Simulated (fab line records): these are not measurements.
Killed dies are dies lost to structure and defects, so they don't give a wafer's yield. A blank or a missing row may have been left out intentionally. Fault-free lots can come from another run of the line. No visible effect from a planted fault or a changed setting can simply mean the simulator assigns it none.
Chamber matching + flow sky130 + SKY_POLY_GATE_ETCH_17 on rie si-01 has 4 sister chambers
The step etches poly-Si in HBr/Cl2, stops on SiO2, target depth 180 nm, time 70.5 s. 8 wafers are shown with their chamber, then 11 later ones without.

WAFERS PAIRED WITH THEIR CHAMBERS
| wafer  | chamber | drypump motor current A (A) | oes product au (a.u.) |
|--------|---------|-----------------------------|-----------------------|
| L567.2 | 1       | 5.9                         | 0.982                 |
| L568.6 | 3       | 5.3                         | 0.980                 |
| L569.3 | 2       | 5.1                         | 0.978                 |
| L569.4 | 3       | 5.3                         | 0.991                 |
| L571.3 | 1       | 5.8                         | 0.987                 |
| L571.4 | 2       | 5.1                         | 0.973                 |
| L571.6 | 0       | 6.5                         | 0.983                 |
| L572.1 | 0       | 6.5                         | 0.981                 |

WAFERS WHOSE CHAMBER IS MISSING
| wafer  | drypump motor current A (A) | oes product au (a.u.) |
|--------|-----------------------------|-----------------------|
| L572.2 | 5.3                         | 0.986                 |
| L572.5 | 6.5                         | 0.983                 |
| L574.1 | 6.5                         | 0.983                 |
| L574.2 | 5.3                         | 0.997                 |
| L574.6 | 5.3                         | 0.992                 |
| L582.1 | 6.5                         | 0.983                 |
| L582.3 | 5.3                         | 0.996                 |
| L582.6 | 5.9                         | 0.994                 |
| L584.1 | 5.3                         | 0.994                 |
| L584.4 | 6.5                         | 0.978                 |
| L584.5 | 5.1                         | 0.990                 |

WHICH CHAMBER EACH ONE RAN IN
| wafer  | from the rows above | in truth |
|--------|---------------------|----------|
| L572.2 | 3                   | 3        |
| L572.5 | 0                   | 0        |
| L574.1 | 0                   | 0        |
| L574.2 | 3                   | 3        |
| L574.6 | 3                   | 3        |
| L582.1 | 0                   | 0        |
| L582.3 | 3                   | 3        |
| L582.6 | 1                   | 1        |
| L584.1 | 3                   | 3        |
| L584.4 | 0                   | 0        |
| L584.5 | 2                   | 2        |
11 of 11 placed correctly. Can't be placed from these rows: 0. Placed wrongly: 0.
How it was worked out, from the rows above alone: a wafer's distance from a chamber is the root of the sum, over the readings, of the square of ((its reading less the chamber's mean) divided by the reading's scatter). The wafer belongs to the nearest chamber; if the next one is less than 2 further off, it can't be placed. The mean given for a chamber averages the wafers shown for that chamber. The scatter: the root of (the sum of the squares of (reading less its chamber's mean) over the shown wafers, divided by (wafers less chambers)).
